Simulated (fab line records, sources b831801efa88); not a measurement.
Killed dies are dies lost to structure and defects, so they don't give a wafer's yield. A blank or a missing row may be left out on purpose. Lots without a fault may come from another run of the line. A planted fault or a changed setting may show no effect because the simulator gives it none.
One fault seen from 2 desks | flow sky130 | each desk has only its own numbers; what lay behind them comes last

THE TOOL OWNER'S DESK: hdpcvd-01
The tool's own readings at SKY_VIA2_HDPCVD_00 (deposits SiO2, target thk 1180 nm, time 196.7 s): means of the sampled wafers that have a number, for each lot that ran on this tool. A lot is out of limits, marked OUT, if its mean lies more than 4 standard deviations from the usual mean; the brackets give that distance.
Columns: A = run_length_s at SKY_VIA2_HDPCVD_00, usual 224.5 s
lot  | first seen here | A
L964 | day 35 09:04    | 225.2
L967 | day 36 13:05    | 224.7
L969 | day 37 05:14    | 224.3
L970 | day 37 17:27    | 240.1 (+24) OUT
L971 | day 37 22:04    | 240.5 (+25) OUT
L983 | day 41 07:52    | 224.0
L985 | day 42 00:40    | 224.7
This desk's finding: out of limits on L970, L971; first on L970, day 37 17:27 (run_length_s at SKY_VIA2_HDPCVD_00). In limits: L964, L967, L969, L983, L985.

THE METROLOGY DESK
What the gauges read, lot by lot, whatever tool the lot ran on: means of the sampled wafers that have a number. A lot is out of limits, marked OUT, if its mean lies more than 4 standard deviations from the usual mean; the brackets give that distance.
Columns: A = cd_nm at SKY_METAL1_CD_MEAS_15, usual 139.8 nm; B = VIA2_HDPCVD_THK at SKY_VIA2_THK_MEAS_01, usual 1178 nm; C = VIA2_BOW at SKY_VIA2_BOW_MEAS_03, usual 86 um
lot  | first seen here | A     | B               | C
L963 | day 32 13:59    | 138.5 | 1168            | 87
L964 | day 32 23:44    | 140.8 | 1178            | 85
L967 | day 34 04:52    | 142.7 | 1199            | 81
L968 | day 34 19:03    | 137.4 | 1168            | 87
L969 | day 34 21:47    | 141.3 | 1175            | 81
L970 | day 35 09:17    | 138.6 | 1283 (+8.7) OUT | 81
L971 | day 35 14:05    | 139.8 | 1286 (+9.0) OUT | 81
L983 | day 39 03:05    | 138.5 | 1169            | 91
L984 | day 39 11:54    | 140.6 | 1189            | 89
L985 | day 39 19:42    | 137.3 | 1182            | 96
L986 | day 40 00:28    | 140.1 | 1165            | 85
This desk's finding: out of limits on L970, L971; first on L970, day 37 17:35 (VIA2_HDPCVD_THK at SKY_VIA2_THK_MEAS_01). In limits: L963, L964, L967, L968, L969, L983, L984, L985, L986.

PUT TOGETHER
The tool owner's desk could have raised an alarm at day 37 17:27, on L970, L971.
The metrology desk could have raised an alarm at day 37 17:35, on L970, L971.
Of the lots named, all ran SKY_VIA2_HDPCVD_00 on hdpcvd-01.

WHAT THE SIMULATOR HAD PUT IN
Process parameter drift: hdpcvd-01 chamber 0, from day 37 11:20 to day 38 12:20, at SKY_VIA2_HDPCVD_00. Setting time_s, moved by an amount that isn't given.
Lots struck among those shown: L970, L971.
Hours from the fault's start to each desk's first reading out of limits: the tool owner's desk, 6; the metrology desk, 6.
